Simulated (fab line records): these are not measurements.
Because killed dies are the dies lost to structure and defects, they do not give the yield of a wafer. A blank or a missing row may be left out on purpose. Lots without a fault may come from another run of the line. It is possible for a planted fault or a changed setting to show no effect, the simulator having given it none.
Problem report, 8D (eight disciplines) form, completed by code | flow gf180mcu | the parts of the form that need people (team, actions taken, sign-off) are left out

== 1. PROBLEM STATEMENT ==
Wafers without a fault read 848.9 C, standard deviation 1; spike_tc_upper_C at GF_DUAL_GATE_OXIDATION_15 reads a mean of 814.6 C on 6 wafers belonging to 2 lots. That is -34 standard deviations from the usual mean.
The step: stabilise 600 s, purge 300 s, target thk 7.098 nm.
The first sign was on wafer L472.2 at day 13 05:59, on furnace-01. The record holds 42 wafers of 14 lots with a number at this step. The rule behind "out" and "out of limits": a value lying over 4 standard deviations away from the usual mean. The other wafers with a number count as sound.

== 2. WHAT IT IS AND WHAT IT IS NOT ==
question                    | is                                                            | is not
which readings at this step | spike_tc_upper_C, zone_power_centre_pct, zone_power_upper_pct | spike_tc_top_C
which lots                  | L472, L473                                                    | L455, L456, L457, L458, L459, L460, L461, L465, L466, L470, L474, L475
which wafers of those lots  | all that have a number                                        | -
read on which tools         | furnace-01                                                    | furnace-02
when                        | from day 13 05:59                                             | up to then (30 sound wafers); but 6 sound wafers of L474, L475 came after

== 3. THE SUSPECTS, EACH WITH WHAT RULES IT OUT ==
Counting: a tool stays on the suspect list if, at a process step up to the reading, it processed all lots that are out and no sound lot following the first of them.
- furnace-01 at GF_DUAL_GATE_OXIDATION_15 (stabilise 600 s, purge 300 s, target thk 7.098 nm): kept. It processed each lot that is out, first L472 at day 13 05:59, and no sound lot thereafter; up to then, the last sound lot it processed was L470 at day 13 00:31. Its own readings are out on those wafers: spike_tc_upper_C, zone_power_centre_pct, zone_power_upper_pct.
Remaining after the count: furnace-01 at GF_DUAL_GATE_OXIDATION_15.

== 4. THE CAUSE (what the simulator had put in) ==
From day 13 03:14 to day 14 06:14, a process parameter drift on furnace-01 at GF_DUAL_GATE_OXIDATION_15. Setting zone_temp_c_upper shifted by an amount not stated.
Only this tool survived the counting.

== 5. THE EFFECT CHAIN, in route order ==
Rows list readings where the struck wafers' mean (over those with a number) sits beyond 3 standard deviations from the usual. Only readings whose record carries a usual standard deviation are examined. hours: median over the lots of the time between each lot's start at the first step of this table that gives one and its start at this step. sigmas: the change, counted in usual standard deviations.
hours | step                      | reading               | usual   | on struck wafers | change | sigmas
0     | GF_DUAL_GATE_OXIDATION_15 | spike_tc_centre_C     | 850.9 C | 854.5            | +3.6   | +3.6
0     | GF_DUAL_GATE_OXIDATION_15 | spike_tc_upper_C      | 848.9 C | 814.6            | -34.2  | -34
0     | GF_DUAL_GATE_OXIDATION_15 | zone_power_centre_pct | 16.77 % | 22.07            | +5.30  | +24
0     | GF_DUAL_GATE_OXIDATION_15 | zone_power_lower_pct  | 17.02 % | 16.13            | -0.89  | -3.4
0     | GF_DUAL_GATE_OXIDATION_15 | zone_power_upper_pct  | 15.2 %  | 3.4              | -11.8  | -18
The process steps in it:
- GF_DUAL_GATE_OXIDATION_15: stabilise 600 s, purge 300 s, target thk 7.098 nm.
At these later measuring or inspecting steps, every struck wafer for which the step has a row has a number for every such reading, and none has moved that far: GF_POLY_GATE_CD_MEAS_18.

== 6. WHAT WOULD HAVE CAUGHT IT SOONER ==
3 hours passed between the start of the fault at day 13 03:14 and the first reading out of limits in this record, taken at day 13 05:59.
